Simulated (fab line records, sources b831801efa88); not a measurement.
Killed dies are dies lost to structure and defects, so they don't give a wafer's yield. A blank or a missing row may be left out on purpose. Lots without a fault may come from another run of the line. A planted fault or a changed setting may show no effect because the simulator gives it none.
A struck lot beside a sound one | flow sky130 | 18 steps out of a route of 708
Sound: wafers L691.1, L691.3, L691.6. Struck: wafers L697.1, L697.3, L697.4. The cause comes at the end.
At each step with rows: each side's tool, then ch and its chambers, then its first start. Under that, the readings that differ: sound wafers | struck wafers | difference of the means | sigmas: that difference in standard deviations of wafers without a fault.
alike: readings whose means differ by less than 2 such deviations, and words and numbers that are the same on both sides. not compared: withheld readings, readings that some wafer has no value for, bounds like >300 that may hide the same value, and numbers for which the record gives no deviation and whose values overlap.
The two part at a step that has a row with sigmas, a row that says differs or no value, or rows on one side only. Numbers that don't overlap but have no deviation are shown without sigmas and don't part them. A reading that every wafer of one side lacks parts them only if that side has two wafers or more.

first, 3 steps without rows for these wafers: SKY_VT_ADJUST_HVTP_EXPOSE_04 (exposes mask HVTPM, target cd 380 nm); SKY_VT_ADJUST_HVTP_PEB_05; SKY_VT_ADJUST_HVTP_DEVELOP_06 (develop time 60 s).
SKY_VT_ADJUST_HVTP_CD_MEAS_07: target cd 380 nm.
  sound on cd_sem-02, day 6 14:29; struck on cd_sem-02, day 8 04:32
  alike: cd_nm
SKY_VT_ADJUST_HVTP_OVL_MEAS_08:
  sound on overlay-01, day 6 14:36; struck on overlay-01, day 8 04:40
  alike: VT_ADJUST_HVTP_OVL
then, 1 step without rows for these wafers: SKY_VT_ADJUST_HVTP_IMPLANT_09.
SKY_VT_ADJUST_HVTP_STRIP_10: strips in O2/N2.
  sound on plasma_asher-01 ch 0,1, day 6 14:47; struck on plasma_asher-04 ch 0,1, day 8 04:51
  alike: chamber_pressure_mTorr, drypump_motor_current_A, oes_product_au, strip_time_to_endpoint_s
  not compared: rf_hours_counter_h
SKY_VT_ADJUST_HVTP_TW_MEAS_11:
  sound on film_metro-03, day 6 14:53; struck on film_metro-03, day 8 04:57
  alike: VT_ADJUST_HVTP_TW
then, 4 steps without rows for these wafers: SKY_VT_ADJUST_LVTN_DEHYDRATE_00 (time 60 s); SKY_VT_ADJUST_LVTN_HMDS_01 (prime time 60 s); SKY_VT_ADJUST_LVTN_COAT_02 (resist thk 3000 nm); SKY_VT_ADJUST_LVTN_SOFTBAKE_03.
SKY_VT_ADJUST_LVTN_EXPOSE_04: exposes mask NWM COMPLEMENT LESS NATIVE, target cd 840 nm.
  sound on iline_stepper-01 ch 0, day 7 00:10; struck on iline_stepper-02 ch 0, day 8 15:43
  reading                                | sound                   | struck            | difference | sigmas
  model.VT_ADJUST_LVTN.overlay_x_nm (nm) | 0.05018 0.05018 0.05018 | 181.8 181.8 181.8 | +181.7     |
  alike: mask
then, 2 steps without rows for these wafers: SKY_VT_ADJUST_LVTN_PEB_05; SKY_VT_ADJUST_LVTN_DEVELOP_06 (develop time 60 s).
SKY_VT_ADJUST_LVTN_OVL_MEAS_07:
  sound on overlay-02, day 7 09:38; struck on overlay-02, day 9 01:38
  reading                 | sound        | struck            | difference | sigmas
  VT_ADJUST_LVTN_OVL (nm) | 0.7 1.4 -0.9 | 181.5 182.9 182.8 | +182.0     | +99 or more
then, 1 step without rows for these wafers: SKY_VT_ADJUST_LVTN_IMPLANT_08.
-- the record jumps here: 39 days lie between the struck wafers' starts before and after (it left off in module VT_ADJUST_LVTN and takes up again in module PAD_OPEN, whose first step shown is number 708 of the route) --
SKY_PAD_OPEN_PROBE_99:
  sound on prober-01, day 46 07:58; struck on prober-01, day 47 16:49
  alike: killed_at_M0_to_M3, killed_at_M4_up, killed_at_contacts, killed_at_front_end, killed_at_other, killed_dies, killed_on_rim, killed_open, killed_short
  not compared: model.etest.sram_pfet_latch.off_log10_a_um

WHERE THEY PART
Only at SKY_VT_ADJUST_LVTN_OVL_MEAS_07, within this record. Later steps at which nothing parts them and some readings are alike: SKY_PAD_OPEN_PROBE_99.

WHY: what the simulator had put in
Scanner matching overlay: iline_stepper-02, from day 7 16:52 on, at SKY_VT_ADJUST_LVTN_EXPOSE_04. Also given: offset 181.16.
